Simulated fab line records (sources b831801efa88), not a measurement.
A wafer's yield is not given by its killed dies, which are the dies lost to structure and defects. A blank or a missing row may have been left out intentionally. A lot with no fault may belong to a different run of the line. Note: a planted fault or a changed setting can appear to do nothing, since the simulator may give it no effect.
Which tool was responsible? -- flow sky130 -- Sampling: 13 lots, 39 wafers, 5 of 708 route steps

WHAT THE GAUGES SHOWED, per wafer
SKY_LI_CONTACT_OVL_MEAS_13. Usual: LI_CONTACT_OVL typically reads 3 nm, with standard deviation 6.9.
lot,measured,on,LI_CONTACT_OVL (nm),flag
L818,day 28 14:37,overlay-01,-9 -1 6,
L819,day 29 05:24,overlay-02,9 17 -1,
L821,day 31 08:57,overlay-02,-3 8 9,
L820,day 31 09:46,overlay-01,9 -2 -3,
L824,day 31 11:54,overlay-02,-2 4 -6,
L823,day 31 14:07,overlay-02,7 0 5,
L825,day 31 13:46,overlay-02,-2 5 -4,
L828,day 32 08:19,overlay-02,0 -2 -11,
L831,day 33 02:55,overlay-02,0 11 -1,
L832,day 33 15:51,overlay-02,-9 8 -9,
L833,day 34 02:05,overlay-02,-10 7 2,
L834,day 34 17:39,overlay-01,12 12 14,
L835,day 35 08:46,overlay-01,-9 0 1,

SKY_VIA2_THK_MEAS_01. Usual: VIA2_HDPCVD_THK typically reads 1184 nm, with standard deviation 11.
lot,measured,on,VIA2_HDPCVD_THK (nm),flag
L818,day 34 16:49,filmMetro-01,1182 1181 1189,
L819,day 35 06:59,filmMetro-02,1181 1194 1185,
L821,day 37 07:04,filmMetro-01,1176 1178 1183,
L820,day 37 07:50,filmMetro-02,1183 1181 1187,
L824,day 37 10:01,filmMetro-04,1181 1185 1190,
L823,day 37 13:17,filmMetro-01,1192 1196 1204,
L825,day 37 11:24,filmMetro-04,1174 1171 1162,
L828,day 38 04:20,filmMetro-04,1183 1182 1168,
L831,day 38 23:55,filmMetro-04,1165 1184 1161,
L832,day 39 10:47,filmMetro-04,1179 1171 1172,
L833,day 39 21:16,filmMetro-01,1171 1176 1174,
L834,day 40 11:00,filmMetro-02,1184 1168 1180,
L835,day 41 00:46,filmMetro-02,1194 1172 1197,

WHAT TOOL EACH LOT RAN ON (gives the tool, then ch and the chambers of the sampled wafers, and finally the start)
lot,SKY_LDD_HVN_STRIP_09,SKY_METAL1_METAL_ETCH_19,SKY_METAL1_STRIP_20
L818,"plasmaAsher-01 ch 0,1, day 19 18:10","rieMetal-02 ch 1, day 32 06:22","plasmaAsher-03 ch 0, day 32 06:28"
L819,"plasmaAsher-01 ch 0,1, day 20 10:41","rieMetal-02 ch 0,1, day 32 21:00","plasmaAsher-01 ch 0,1, day 32 21:05"
L821,"plasmaAsher-02 ch 0,1, day 22 17:49","rieMetal-02 ch 0,1, day 34 23:22","plasmaAsher-03 ch 0,1, day 34 23:28"
L820,"plasmaAsher-01 ch 0,1, day 22 17:58","rieMetal-01 ch 0,1, day 34 23:44","plasmaAsher-04 ch 0,1, day 34 23:49"
L824,"plasmaAsher-01 ch 0,1, day 22 21:56","rieMetal-02 ch 0,1, day 35 01:21","plasmaAsher-03 ch 0,1, day 35 01:26"
L823,"plasmaAsher-04 ch 0,1, day 22 22:16","rieMetal-04 ch 0,1, day 35 05:06","plasmaAsher-04 ch 0,1, day 35 05:12"
L825,"plasmaAsher-01 ch 0,1, day 22 22:34","rieMetal-01 ch 0,1, day 35 03:03","plasmaAsher-01 ch 0,1, day 35 03:08"
L828,"plasmaAsher-02 ch 0,1, day 23 19:59","rieMetal-04 ch 0,1, day 35 20:45","plasmaAsher-03 ch 0,1, day 35 20:50"
L831,"plasmaAsher-01 ch 0,1, day 24 18:26","rieMetal-04 ch 0,1, day 36 15:06","plasmaAsher-01 ch 0,1, day 36 15:11"
L832,"plasmaAsher-04 ch 0,1, day 25 07:20","rieMetal-02 ch 0,1, day 37 03:03","plasmaAsher-04 ch 0,1, day 37 03:08"
L833,"plasmaAsher-01 ch 0,1, day 25 19:21","rieMetal-01 ch 0,1, day 37 14:17","plasmaAsher-03 ch 0,1, day 37 14:22"
L834,"plasmaAsher-04 ch 0,1, day 26 11:17","rieMetal-01 ch 0,1, day 38 05:21","plasmaAsher-04 ch 0,1, day 38 05:26"
L835,"plasmaAsher-04 ch 0,1, day 27 04:43","rieMetal-02 ch 0,1, day 38 19:36","plasmaAsher-04 ch 0,1, day 38 19:41"
- SKY_LDD_HVN_STRIP_09: strips in O2/N2.
- SKY_METAL1_METAL_ETCH_19: etches the open film in Cl2/BCl3, stops on SiO2, target depth 360 nm, time 78 s.
- SKY_METAL1_STRIP_20: strips in O2/N2.

WHAT THE TOOLS THEMSELVES READ (means of the sampled wafers that have a number; where no wafer has one, the mark that the record gives instead)
SKY_LDD_HVN_STRIP_09. Usual: drypumpMotorCurrentA 5.7 A, standard deviation 0.59; oesProductAu 0.408 a.u., standard deviation 0.0045; stripTimeToEndpointS 4.139 s, standard deviation 0.015.
lot,tool,drypumpMotorCurrentA (A),oesProductAu (a.u.),stripTimeToEndpointS (s),flag
L818,plasmaAsher-01,5.9,0.409,4.130,
L819,plasmaAsher-01,5.9,0.414,4.137,
L821,plasmaAsher-02,5.3,0.407,4.144,
L820,plasmaAsher-01,5.4,0.409,4.141,
L824,plasmaAsher-01,5.4,0.405,4.125,
L823,plasmaAsher-04,5.8,0.406,4.148,
L825,plasmaAsher-01,5.9,0.407,4.141,
L828,plasmaAsher-02,5.6,0.405,4.143,
L831,plasmaAsher-01,5.4,0.410,4.147,
L832,plasmaAsher-04,6.1,0.408,4.126,
L833,plasmaAsher-01,5.9,0.411,4.140,
L834,plasmaAsher-04,5.8,0.415,4.163,
L835,plasmaAsher-04,5.8,0.405,4.146,

SKY_METAL1_METAL_ETCH_19. Usual: drypumpMotorCurrentA 5.63 A, standard deviation 0.28; oesProductAu 0.854 a.u., standard deviation 0.0056; runLengthS 106.0 s, standard deviation 0.33; throttleValvePct 22.265 %, standard deviation 0.0095.
lot,tool,drypumpMotorCurrentA (A),oesProductAu (a.u.),runLengthS (s),throttleValvePct (%),flag
L818,rieMetal-02,5.72,0.844,105.6,22.258,
L819,rieMetal-02,5.70,0.851,105.7,22.260,
L821,rieMetal-02,5.68,0.852,105.9,22.251,
L820,rieMetal-01,5.16,0.855,106.2,22.263,
L824,rieMetal-02,5.70,0.851,105.8,22.264,
L823,rieMetal-04,5.79,0.855,106.2,22.268,
L825,rieMetal-01,5.18,0.859,106.3,22.258,
L828,rieMetal-04,5.81,0.851,105.9,22.254,
L831,rieMetal-04,5.78,0.853,106.2,22.266,
L832,rieMetal-02,5.69,0.857,105.9,22.268,
L833,rieMetal-01,5.45,0.850,106.3,22.268,
L834,rieMetal-01,5.43,0.854,106.1,22.269,
L835,rieMetal-02,5.70,0.953,93.9,22.260,OFF

SKY_METAL1_STRIP_20. Usual: drypumpMotorCurrentA 5.8 A, standard deviation 0.5; oesProductAu 0.343 a.u., standard deviation 0.0043; stripTimeToEndpointS 2.704 s, standard deviation 0.029.
lot,tool,drypumpMotorCurrentA (A),oesProductAu (a.u.),stripTimeToEndpointS (s),flag
L818,plasmaAsher-03,5.6,0.341,2.671,
L819,plasmaAsher-01,5.4,0.339,2.705,
L821,plasmaAsher-03,5.7,0.344,2.722,
L820,plasmaAsher-04,5.8,0.347,2.742,
L824,plasmaAsher-03,5.7,0.341,2.691,
L823,plasmaAsher-04,6.1,0.342,2.659,
L825,plasmaAsher-01,5.4,0.342,2.719,
L828,plasmaAsher-03,5.7,0.345,2.717,
L831,plasmaAsher-01,5.9,0.341,2.721,
L832,plasmaAsher-04,6.1,0.344,2.702,
L833,plasmaAsher-03,5.7,0.342,2.729,
L834,plasmaAsher-04,6.1,0.340,2.690,
L835,plasmaAsher-04,5.8,0.361,3.093,OFF

THE ANSWER, worked out from the rows above alone
Rule: lot off if the mean of its wafers having a number is beyond 3 standard deviations from the usual mean. Also off: a lot with no number at a reading for which 4 or more lots have one. Any other lot the step has rows for is counted as sound. The gauges are gone through in route order, then the tools' own readings, and for those a lot's mean is taken as printed above. At the first step where some lot is off, the reading lying furthest off is the one used; lots without a number count as furthest.
Off: L835, at SKY_METAL1_METAL_ETCH_19 (runLengthS).
A tool fits if, at that step or a process step before it, it ran every lot that is off, and no sound lot after the first of them. This does not decide it: 2 tools fit, namely plasmaAsher-04 at SKY_LDD_HVN_STRIP_09 and rieMetal-02 at SKY_METAL1_METAL_ETCH_19.

WHAT THE SIMULATOR HAD INSERTED
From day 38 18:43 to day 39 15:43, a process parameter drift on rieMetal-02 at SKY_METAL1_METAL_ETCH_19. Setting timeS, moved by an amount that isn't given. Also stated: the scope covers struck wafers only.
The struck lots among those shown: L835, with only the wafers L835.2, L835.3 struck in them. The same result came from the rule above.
